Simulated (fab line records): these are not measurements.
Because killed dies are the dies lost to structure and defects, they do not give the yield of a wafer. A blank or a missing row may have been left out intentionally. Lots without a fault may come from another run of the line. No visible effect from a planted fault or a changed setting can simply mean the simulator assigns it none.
What tool caused it? / flow gf180mcu / 72 wafers from 24 lots sampled at 5 of the route's 602 steps

== WHAT THE GAUGES SHOWED, per wafer ==
GF_M4_RS_MEAS_05: uses a four-point probe to measure.
lot=L074; measured=day 23 13:32; on=film-metro-04; M4_ALCU_RS (ohm/sq)=0.0676 0.0675 0.0669
lot=L075; measured=day 23 23:26; on=film-metro-03; M4_ALCU_RS (ohm/sq)=0.0664 0.0664 0.0674
lot=L076; measured=day 24 01:08; on=film-metro-04; M4_ALCU_RS (ohm/sq)=0.0674 0.0669 0.0671
lot=L077; measured=day 24 16:16; on=film-metro-04; M4_ALCU_RS (ohm/sq)=0.0667 0.0668 0.0672
lot=L078; measured=day 25 01:40; on=film-metro-03; M4_ALCU_RS (ohm/sq)=0.0689 0.0676 0.0677
lot=L079; measured=day 25 06:49; on=film-metro-04; M4_ALCU_RS (ohm/sq)=0.0673 0.0680 0.0676
lot=L080; measured=day 25 07:46; on=film-metro-04; M4_ALCU_RS (ohm/sq)=0.0679 0.0671 0.0670
lot=L081; measured=day 25 23:47; on=film-metro-02; M4_ALCU_RS (ohm/sq)=0.0672 0.0681 0.0679
lot=L082; measured=day 25 23:53; on=film-metro-03; M4_ALCU_RS (ohm/sq)=0.0681 0.0675 0.0682
lot=L083; measured=day 26 12:13; on=film-metro-03; M4_ALCU_RS (ohm/sq)=0.0666 0.0668 0.0671
lot=L084; measured=day 26 17:47; on=film-metro-03; M4_ALCU_RS (ohm/sq)=0.0675 0.0681 0.0673
lot=L085; measured=day 27 04:01; on=film-metro-02; M4_ALCU_RS (ohm/sq)=0.0671 0.0672 0.0673
lot=L086; measured=day 27 04:24; on=film-metro-04; M4_ALCU_RS (ohm/sq)=0.0679 0.0682 0.0679
lot=L087; measured=day 27 13:34; on=film-metro-02; M4_ALCU_RS (ohm/sq)=0.0671 0.0673 0.0668
lot=L088; measured=day 27 17:29; on=film-metro-02; M4_ALCU_RS (ohm/sq)=0.0677 0.0685 0.0680
lot=L089; measured=day 28 03:15; on=film-metro-03; M4_ALCU_RS (ohm/sq)=0.0676 0.0689 0.0679
lot=L090; measured=day 28 09:31; on=film-metro-02; M4_ALCU_RS (ohm/sq)=0.0679 0.0680 0.0675
lot=L091; measured=day 28 17:20; on=film-metro-02; M4_ALCU_RS (ohm/sq)=0.0679 0.0678 0.0676
lot=L092; measured=day 28 22:07; on=film-metro-02; M4_ALCU_RS (ohm/sq)=0.0687 0.0667 0.0671
lot=L093; measured=day 29 00:21; on=film-metro-04; M4_ALCU_RS (ohm/sq)=0.0683 0.0683 0.0677
lot=L094; measured=day 29 08:45; on=film-metro-03; M4_ALCU_RS (ohm/sq)=0.0680 0.0671 0.0679
lot=L095; measured=day 29 16:47; on=film-metro-04; M4_ALCU_RS (ohm/sq)=0.0669 0.0672 0.0672
lot=L096; measured=day 29 22:31; on=film-metro-04; M4_ALCU_RS (ohm/sq)=0.0678 0.0676 0.0679
lot=L097; measured=day 30 08:35; on=film-metro-03; M4_ALCU_RS (ohm/sq)=0.0667 0.0662 0.0661

GF_V4_CD_MEAS_14: the cd target is 260 nm.
lot=L074; measured=day 25 08:38; on=cd-sem-02; cd-nm (nm)=259.4 259.9 259.2
lot=L075; measured=day 25 18:32; on=cd-sem-01; cd-nm (nm)=261.7 262.8 261.0
lot=L076; measured=day 25 19:30; on=cd-sem-02; cd-nm (nm)=259.7 259.8 259.8
lot=L077; measured=day 26 11:19; on=cd-sem-01; cd-nm (nm)=259.9 260.0 259.2
lot=L078; measured=day 26 21:44; on=cd-sem-02; cd-nm (nm)=261.2 261.8 260.9
lot=L079; measured=day 27 02:58; on=cd-sem-02; cd-nm (nm)=258.9 258.8 258.2
lot=L080; measured=day 27 03:01; on=cd-sem-01; cd-nm (nm)=258.8 259.2 258.8
lot=L081; measured=day 27 18:43; on=cd-sem-02; cd-nm (nm)=259.8 260.6 259.5
lot=L082; measured=day 27 19:14; on=cd-sem-02; cd-nm (nm)=258.3 258.9 257.9
lot=L083; measured=day 28 06:11; on=cd-sem-02; cd-nm (nm)=260.0 260.0 259.9
lot=L084; measured=day 28 11:14; on=cd-sem-01; cd-nm (nm)=260.4 260.0 259.8
lot=L085; measured=day 28 21:52; on=cd-sem-02; cd-nm (nm)=260.8 261.4 260.1
lot=L086; measured=day 28 22:17; on=cd-sem-01; cd-nm (nm)=262.3 261.4 261.2
lot=L087; measured=day 29 06:31; on=cd-sem-02; cd-nm (nm)=259.4 259.7 258.3
lot=L088; measured=day 29 10:07; on=cd-sem-01; cd-nm (nm)=261.8 260.2 260.3
lot=L089; measured=day 29 19:28; on=cd-sem-02; cd-nm (nm)=260.0 259.5 259.1
lot=L090; measured=day 30 02:28; on=cd-sem-02; cd-nm (nm)=258.1 259.1 259.1
lot=L091; measured=day 30 10:41; on=cd-sem-02; cd-nm (nm)=259.9 260.1 260.6
lot=L092; measured=day 30 14:25; on=cd-sem-02; cd-nm (nm)=260.6 261.6 259.8
lot=L093; measured=day 30 16:31; on=cd-sem-02; cd-nm (nm)=260.4 260.1 260.4
lot=L094; measured=day 31 00:12; on=cd-sem-01; cd-nm (nm)=257.2 257.2 257.1
lot=L095; measured=day 31 08:05; on=cd-sem-02; cd-nm (nm)=260.3 259.8 260.8
lot=L096; measured=day 31 13:14; on=cd-sem-01; cd-nm (nm)=258.1 257.8 256.9
lot=L097; measured=day 31 22:15; on=cd-sem-02; cd-nm (nm)=257.4 258.6 258.8

GF_V4_OVL_MEAS_15.
lot=L074; measured=day 25 08:45; on=overlay-01; V4_OVL (nm)=-16 -9 -7
lot=L075; measured=day 25 18:37; on=overlay-02; V4_OVL (nm)=-3 0 7
lot=L076; measured=day 25 19:37; on=overlay-01; V4_OVL (nm)=1 4 -4
lot=L077; measured=day 26 11:26; on=overlay-02; V4_OVL (nm)=2 5 -2
lot=L078; measured=day 26 21:51; on=overlay-01; V4_OVL (nm)=2 10 7
lot=L079; measured=day 27 03:05; on=overlay-02; V4_OVL (nm)=1 -2 -8
lot=L080; measured=day 27 03:08; on=overlay-01; V4_OVL (nm)=3 1 -4
lot=L081; measured=day 27 18:50; on=overlay-02; V4_OVL (nm)=0 4 3
lot=L082; measured=day 27 19:20; on=overlay-01; V4_OVL (nm)=4 -3 7
lot=L083; measured=day 28 06:17; on=overlay-01; V4_OVL (nm)=3 5 7
lot=L084; measured=day 28 11:21; on=overlay-02; V4_OVL (nm)=9 5 0
lot=L085; measured=day 28 21:59; on=overlay-01; V4_OVL (nm)=2 2 3
lot=L086; measured=day 28 22:24; on=overlay-02; V4_OVL (nm)=1 -3 6
lot=L087; measured=day 29 06:38; on=overlay-02; V4_OVL (nm)=-3 1 14
lot=L088; measured=day 29 10:14; on=overlay-01; V4_OVL (nm)=1 3 -5
lot=L089; measured=day 29 19:35; on=overlay-01; V4_OVL (nm)=0 -1 -1
lot=L090; measured=day 30 02:32; on=overlay-02; V4_OVL (nm)=8 1 17
lot=L091; measured=day 30 10:48; on=overlay-01; V4_OVL (nm)=-9 -18 -9
lot=L092; measured=day 30 14:30; on=overlay-01; V4_OVL (nm)=4 -4 0
lot=L093; measured=day 30 16:38; on=overlay-02; V4_OVL (nm)=12 9 3
lot=L094; measured=day 31 00:19; on=overlay-02; V4_OVL (nm)=-4 -9 -6
lot=L095; measured=day 31 08:12; on=overlay-01; V4_OVL (nm)=-1 1 -7
lot=L096; measured=day 31 13:20; on=overlay-02; V4_OVL (nm)=4 2 -12
lot=L097; measured=day 31 22:21; on=overlay-01; V4_OVL (nm)=0 5 -6

== TOOL THAT RAN EACH LOT (tool first, then ch and the chambers of the sampled wafers, then the start) ==
lot=L074; GF_V3_SPUTTER_22=pvd-sputter-02, day 23 12:39; GF_M4_SPUTTER_01=pvd-sputter-02, day 23 13:24
lot=L075; GF_V3_SPUTTER_22=pvd-sputter-03, day 23 22:31; GF_M4_SPUTTER_01=pvd-sputter-02, day 23 23:15
lot=L076; GF_V3_SPUTTER_22=pvd-sputter-03, day 24 00:11; GF_M4_SPUTTER_01=pvd-sputter-01, day 24 01:01
lot=L077; GF_V3_SPUTTER_22=pvd-sputter-01, day 24 15:24; GF_M4_SPUTTER_01=pvd-sputter-02, day 24 16:08
lot=L078; GF_V3_SPUTTER_22=pvd-sputter-03, day 25 00:48; GF_M4_SPUTTER_01=pvd-sputter-02, day 25 01:32
lot=L079; GF_V3_SPUTTER_22=pvd-sputter-03, day 25 05:57; GF_M4_SPUTTER_01=pvd-sputter-01, day 25 06:41
lot=L080; GF_V3_SPUTTER_22=pvd-sputter-03, day 25 06:55; GF_M4_SPUTTER_01=pvd-sputter-02, day 25 07:38
lot=L081; GF_V3_SPUTTER_22=pvd-sputter-03, day 25 22:56; GF_M4_SPUTTER_01=pvd-sputter-01, day 25 23:40
lot=L082; GF_V3_SPUTTER_22=pvd-sputter-02, day 25 23:01; GF_M4_SPUTTER_01=pvd-sputter-02, day 25 23:44
lot=L083; GF_V3_SPUTTER_22=pvd-sputter-03, day 26 11:21; GF_M4_SPUTTER_01=pvd-sputter-01, day 26 12:05
lot=L084; GF_V3_SPUTTER_22=pvd-sputter-01, day 26 16:55; GF_M4_SPUTTER_01=pvd-sputter-01, day 26 17:38
lot=L085; GF_V3_SPUTTER_22=pvd-sputter-01, day 27 03:09; GF_M4_SPUTTER_01=pvd-sputter-01, day 27 03:53
lot=L086; GF_V3_SPUTTER_22=pvd-sputter-03, day 27 03:32; GF_M4_SPUTTER_01=pvd-sputter-02, day 27 04:16
lot=L087; GF_V3_SPUTTER_22=pvd-sputter-03, day 27 12:43; GF_M4_SPUTTER_01=pvd-sputter-04, day 27 13:27
lot=L088; GF_V3_SPUTTER_22=pvd-sputter-02, day 27 16:37; GF_M4_SPUTTER_01=pvd-sputter-01, day 27 17:22
lot=L089; GF_V3_SPUTTER_22=pvd-sputter-01, day 28 02:24; GF_M4_SPUTTER_01=pvd-sputter-04, day 28 03:08
lot=L090; GF_V3_SPUTTER_22=pvd-sputter-02, day 28 08:36; GF_M4_SPUTTER_01=pvd-sputter-04, day 28 09:20
lot=L091; GF_V3_SPUTTER_22=pvd-sputter-01, day 28 16:29; GF_M4_SPUTTER_01=pvd-sputter-02, day 28 17:13
lot=L092; GF_V3_SPUTTER_22=pvd-sputter-01, day 28 21:14; GF_M4_SPUTTER_01=pvd-sputter-02, day 28 21:58
lot=L093; GF_V3_SPUTTER_22=pvd-sputter-03, day 28 23:30; GF_M4_SPUTTER_01=pvd-sputter-02, day 29 00:14
lot=L094; GF_V3_SPUTTER_22=pvd-sputter-01, day 29 07:45; GF_M4_SPUTTER_01=pvd-sputter-02, day 29 08:38
lot=L095; GF_V3_SPUTTER_22=pvd-sputter-01, day 29 15:41; GF_M4_SPUTTER_01=pvd-sputter-01, day 29 16:40
lot=L096; GF_V3_SPUTTER_22=pvd-sputter-02, day 29 21:36; GF_M4_SPUTTER_01=pvd-sputter-04, day 29 22:22
lot=L097; GF_V3_SPUTTER_22=pvd-sputter-01, day 30 07:41; GF_M4_SPUTTER_01=pvd-sputter-04, day 30 08:26
- GF_V3_SPUTTER_22: material TiN, target thk 10 nm, time 40 s.
- GF_M4_SPUTTER_01: material TiN, target thk 30 nm, time 25 s.

== AS READ BY THE TOOLS THEMSELVES (means over the sampled wafers that have a number; for cases with no such wafer, the mark the record gives instead) ==
GF_V3_SPUTTER_22.
lot=L074; tool=pvd-sputter-02; throttle-valve-pct (%)=30.2
lot=L075; tool=pvd-sputter-03; throttle-valve-pct (%)=29.3
lot=L076; tool=pvd-sputter-03; throttle-valve-pct (%)=29.7
lot=L077; tool=pvd-sputter-01; throttle-valve-pct (%)=30.1
lot=L078; tool=pvd-sputter-03; throttle-valve-pct (%)=29.5
lot=L079; tool=pvd-sputter-03; throttle-valve-pct (%)=28.6
lot=L080; tool=pvd-sputter-03; throttle-valve-pct (%)=29.3
lot=L081; tool=pvd-sputter-03; throttle-valve-pct (%)=30.3
lot=L082; tool=pvd-sputter-02; throttle-valve-pct (%)=30.0
lot=L083; tool=pvd-sputter-03; throttle-valve-pct (%)=29.0
lot=L084; tool=pvd-sputter-01; throttle-valve-pct (%)=30.4
lot=L085; tool=pvd-sputter-01; throttle-valve-pct (%)=30.2
lot=L086; tool=pvd-sputter-03; throttle-valve-pct (%)=30.1
lot=L087; tool=pvd-sputter-03; throttle-valve-pct (%)=28.7
lot=L088; tool=pvd-sputter-02; throttle-valve-pct (%)=29.9
lot=L089; tool=pvd-sputter-01; throttle-valve-pct (%)=29.9
lot=L090; tool=pvd-sputter-02; throttle-valve-pct (%)=29.8
lot=L091; tool=pvd-sputter-01; throttle-valve-pct (%)=30.3
lot=L092; tool=pvd-sputter-01; throttle-valve-pct (%)=30.7
lot=L093; tool=pvd-sputter-03; throttle-valve-pct (%)=28.7
lot=L094; tool=pvd-sputter-01; throttle-valve-pct (%)=30.7
lot=L095; tool=pvd-sputter-01; throttle-valve-pct (%)=29.9
lot=L096; tool=pvd-sputter-02; throttle-valve-pct (%)=30.2
lot=L097; tool=pvd-sputter-01; throttle-valve-pct (%)=30.1

GF_M4_SPUTTER_01.
lot=L074; tool=pvd-sputter-02; throttle-valve-pct (%)=30.3
lot=L075; tool=pvd-sputter-02; throttle-valve-pct (%)=29.9
lot=L076; tool=pvd-sputter-01; throttle-valve-pct (%)=30.6
lot=L077; tool=pvd-sputter-02; throttle-valve-pct (%)=30.1
lot=L078; tool=pvd-sputter-02; throttle-valve-pct (%)=29.9
lot=L079; tool=pvd-sputter-01; throttle-valve-pct (%)=30.0
lot=L080; tool=pvd-sputter-02; throttle-valve-pct (%)=30.1
lot=L081; tool=pvd-sputter-01; throttle-valve-pct (%)=29.9
lot=L082; tool=pvd-sputter-02; throttle-valve-pct (%)=30.0
lot=L083; tool=pvd-sputter-01; throttle-valve-pct (%)=30.5
lot=L084; tool=pvd-sputter-01; throttle-valve-pct (%)=30.8
lot=L085; tool=pvd-sputter-01; throttle-valve-pct (%)=29.5
lot=L086; tool=pvd-sputter-02; throttle-valve-pct (%)=29.9
lot=L087; tool=pvd-sputter-04; throttle-valve-pct (%)=29.8
lot=L088; tool=pvd-sputter-01; throttle-valve-pct (%)=30.1
lot=L089; tool=pvd-sputter-04; throttle-valve-pct (%)=29.0
lot=L090; tool=pvd-sputter-04; throttle-valve-pct (%)=29.1
lot=L091; tool=pvd-sputter-02; throttle-valve-pct (%)=29.7
lot=L092; tool=pvd-sputter-02; throttle-valve-pct (%)=29.9
lot=L093; tool=pvd-sputter-02; throttle-valve-pct (%)=30.0
lot=L094; tool=pvd-sputter-02; throttle-valve-pct (%)=29.9
lot=L095; tool=pvd-sputter-01; throttle-valve-pct (%)=29.7
lot=L096; tool=pvd-sputter-04; throttle-valve-pct (%)=29.7
lot=L097; tool=pvd-sputter-04; throttle-valve-pct (%)=29.3

== THE ANSWER, worked out from the rows above alone ==
Rule: usual is defined by the lots themselves. The widest of any qualifying gaps counts: lots, ordered by their means at a reading, are off when they make up no more than a third of the lots, leave a main group of 4 or more, and stand apart from it by 3 or more times the standard deviation of that group's means. Not used: any main group whose means are identical at the precision the tables above print for the reading. A lot without any number at a reading at which 4 lots or more have one is off too. Where the step has rows for the other lots, those lots are counted as sound. After the gauges, taken in route order, come the tools' own readings; for these a lot's mean is taken, as printed above. The first step at which some lot is off is used, and at that step the reading that is off furthest; a lot without a number counts as furthest.
None of the lots is off at any reading shown; this tells nothing.

== WHAT THE SIMULATOR PUT IN ==
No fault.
